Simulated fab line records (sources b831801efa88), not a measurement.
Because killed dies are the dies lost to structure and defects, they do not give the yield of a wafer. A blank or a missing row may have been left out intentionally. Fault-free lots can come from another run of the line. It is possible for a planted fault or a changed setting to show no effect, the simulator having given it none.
What tool caused it? | flow sky130 | 72 wafers from 24 lots sampled at 3 of the route's 708 steps

== WHAT EACH GAUGE READ, for each wafer ==
SKY_LI_CONTACT_THK_MEAS_01. Usual: LI_CONTACT_HDPCVD_THK 927 nm, standard deviation 9.9.
lot  | measured     | on            | LI_CONTACT_HDPCVD_THK (nm) | flag
L074 | day 27 08:58 | film-metro-04 | 916 926 936                |
L076 | day 27 20:44 | film-metro-01 | 932 939 937                |
L075 | day 27 21:37 | film-metro-03 | 923 918 917                |
L077 | day 28 16:49 | film-metro-01 | 920 919 920                |
L078 | day 29 02:46 | film-metro-03 | 925 928 913                |
L079 | day 29 14:32 | film-metro-03 | 938 930 914                |
L080 | day 29 16:44 | film-metro-04 | 925 931 928                |
L081 | day 30 05:17 | film-metro-04 | 936 919 920                |
L082 | day 30 07:00 | film-metro-04 | 933 930 926                |
L083 | day 30 19:54 | film-metro-04 | 914 927 930                |
L084 | day 31 02:05 | film-metro-01 | 930 936 938                |
L085 | day 31 11:08 | film-metro-03 | 921 926 934                |
L086 | day 31 18:46 | film-metro-03 | 931 934 939                |
L087 | day 32 02:59 | film-metro-04 | 921 922 914                |
L088 | day 32 09:48 | film-metro-03 | 917 912 928                |
L089 | day 32 20:46 | film-metro-03 | 906 926 932                |
L090 | day 33 23:30 | film-metro-01 | 940 933 950                |
L091 | day 34 02:45 | film-metro-04 | 934 946 924                |
L092 | day 34 11:44 | film-metro-03 | 940 940 933                |
L093 | day 34 17:08 | film-metro-01 | 944 941 914                |
L095 | day 35 06:43 | film-metro-03 | 939 942 940                |
L094 | day 35 07:14 | film-metro-03 | 923 934 947                |
L096 | day 35 07:50 | film-metro-01 | 922 932 937                |
L097 | day 37 00:29 | film-metro-03 | 919 930 909                |

SKY_METAL3_CD_MEAS_13: target cd 300 nm. Usual: cd-nm reads 299.7 nm (standard deviation 1.6).
lot  | measured     | on        | cd-nm (nm)        | flag
L074 | day 38 00:15 | cd-sem-01 | 301.5 302.1 302.0 |
L076 | day 38 09:26 | cd-sem-01 | 300.4 300.6 300.7 |
L075 | day 38 13:03 | cd-sem-01 | 301.8 301.5 300.7 |
L077 | day 39 06:34 | cd-sem-02 | 299.9 299.8 299.5 |
L078 | day 39 14:52 | cd-sem-01 | 298.2 299.2 299.0 |
L079 | day 40 00:49 | cd-sem-01 | 298.3 299.0 297.2 |
L080 | day 40 01:46 | cd-sem-01 | 296.1 296.7 296.9 |
L081 | day 40 14:01 | cd-sem-02 | 300.2 299.1 299.5 |
L082 | day 40 15:25 | cd-sem-02 | 299.9 301.1 299.0 |
L083 | day 41 02:32 | cd-sem-01 | 301.6 301.4 299.8 |
L084 | day 41 07:53 | cd-sem-01 | 301.1 300.0 301.3 |
L085 | day 41 14:31 | cd-sem-02 | 301.3 302.1 300.2 |
L086 | day 42 01:46 | cd-sem-01 | 301.1 300.5 300.4 |
L087 | day 42 05:34 | cd-sem-01 | 299.7 298.4 300.3 |
L088 | day 42 10:59 | cd-sem-01 | 297.9 297.5 297.9 |
L089 | day 42 20:15 | cd-sem-01 | 300.9 300.1 300.8 |
L090 | day 43 19:06 | cd-sem-01 | 299.8 299.8 299.3 |
L091 | day 43 23:22 | cd-sem-02 | 299.5 298.8 300.4 |
L092 | day 44 05:32 | cd-sem-01 | 297.9 297.7 299.4 |
L093 | day 44 10:25 | cd-sem-01 | 301.6 302.2 301.1 |
L095 | day 44 22:28 | cd-sem-02 | 298.6 301.1 299.5 |
L094 | day 44 23:16 | cd-sem-02 | 299.2 298.0 299.3 |
L096 | day 45 00:22 | cd-sem-02 | 297.7 299.0 298.2 |
L097 | day 46 06:42 | cd-sem-02 | 298.3 299.6 298.1 |

== TOOL THAT RAN EACH LOT (tool first, then ch and the chambers of the sampled wafers, then the start) ==
lot  | SKY_METAL1_SPUTTER_02
L074 | pvd-sputter-04, day 31 01:26
L076 | pvd-sputter-01, day 31 12:55
L075 | pvd-sputter-04, day 31 15:44
L077 | pvd-sputter-04, day 32 08:58
L078 | pvd-sputter-02, day 32 19:08
L079 | pvd-sputter-04, day 33 05:23
L080 | pvd-sputter-02, day 33 08:01
L081 | pvd-sputter-01, day 33 19:31
L082 | pvd-sputter-01, day 33 21:53
L083 | pvd-sputter-04, day 34 09:08
L084 | pvd-sputter-04, day 34 16:25
L085 | pvd-sputter-02, day 34 23:07
L086 | pvd-sputter-02, day 35 08:35
L087 | pvd-sputter-04, day 35 15:32
L088 | pvd-sputter-04, day 35 22:03
L089 | pvd-sputter-04, day 36 08:59
L090 | pvd-sputter-02, day 37 10:22
L091 | pvd-sputter-02, day 37 14:58
L092 | pvd-sputter-04, day 37 22:59
L093 | pvd-sputter-02, day 38 04:02
L095 | pvd-sputter-04, day 38 17:37
L094 | pvd-sputter-02, day 38 18:20
L096 | pvd-sputter-01, day 38 19:26
L097 | pvd-sputter-02, day 40 08:56
- SKY_METAL1_SPUTTER_02: material AlCu, target thk 250 nm, time 13.3 s.

== AS READ BY THE TOOLS THEMSELVES (means over the sampled wafers that have a number; for cases with no such wafer, the mark the record gives instead) ==
SKY_METAL1_SPUTTER_02. Usual: throttle-valve-pct reads 29.9 % (standard deviation 0.9).
lot  | tool           | throttle-valve-pct (%) | flag
L074 | pvd-sputter-04 | 30.1                   |
L076 | pvd-sputter-01 | 30.4                   |
L075 | pvd-sputter-04 | 30.1                   |
L077 | pvd-sputter-04 | 30.0                   |
L078 | pvd-sputter-02 | 29.6                   |
L079 | pvd-sputter-04 | 30.4                   |
L080 | pvd-sputter-02 | 29.3                   |
L081 | pvd-sputter-01 | 31.0                   |
L082 | pvd-sputter-01 | 31.4                   |
L083 | pvd-sputter-04 | 29.3                   |
L084 | pvd-sputter-04 | 29.3                   |
L085 | pvd-sputter-02 | 29.5                   |
L086 | pvd-sputter-02 | 30.0                   |
L087 | pvd-sputter-04 | 29.9                   |
L088 | pvd-sputter-04 | 29.8                   |
L089 | pvd-sputter-04 | 30.1                   |
L090 | pvd-sputter-02 | 30.1                   |
L091 | pvd-sputter-02 | 29.7                   |
L092 | pvd-sputter-04 | 30.0                   |
L093 | pvd-sputter-02 | 29.7                   |
L095 | pvd-sputter-04 | 29.1                   |
L094 | pvd-sputter-02 | 29.6                   |
L096 | pvd-sputter-01 | 31.4                   |
L097 | pvd-sputter-02 | 30.1                   |

== THE ANSWER, worked out from the rows above alone ==
Rule: a lot counts as off when the mean over its wafers that have a number is more than 3 standard deviations away from the usual mean. Also off: a lot with no number at a reading for which 4 or more lots have one. Where the step has rows for the other lots, those lots are counted as sound. First the gauges in route order, then the tools' own readings, where a lot's mean is used as printed above. The first step at which some lot is off is used, and at that step the reading that is off furthest; a lot without a number counts as furthest.
No lot is off on any of the readings shown, so nothing can be concluded from this.

== WHAT WAS PUT IN BY THE SIMULATOR ==
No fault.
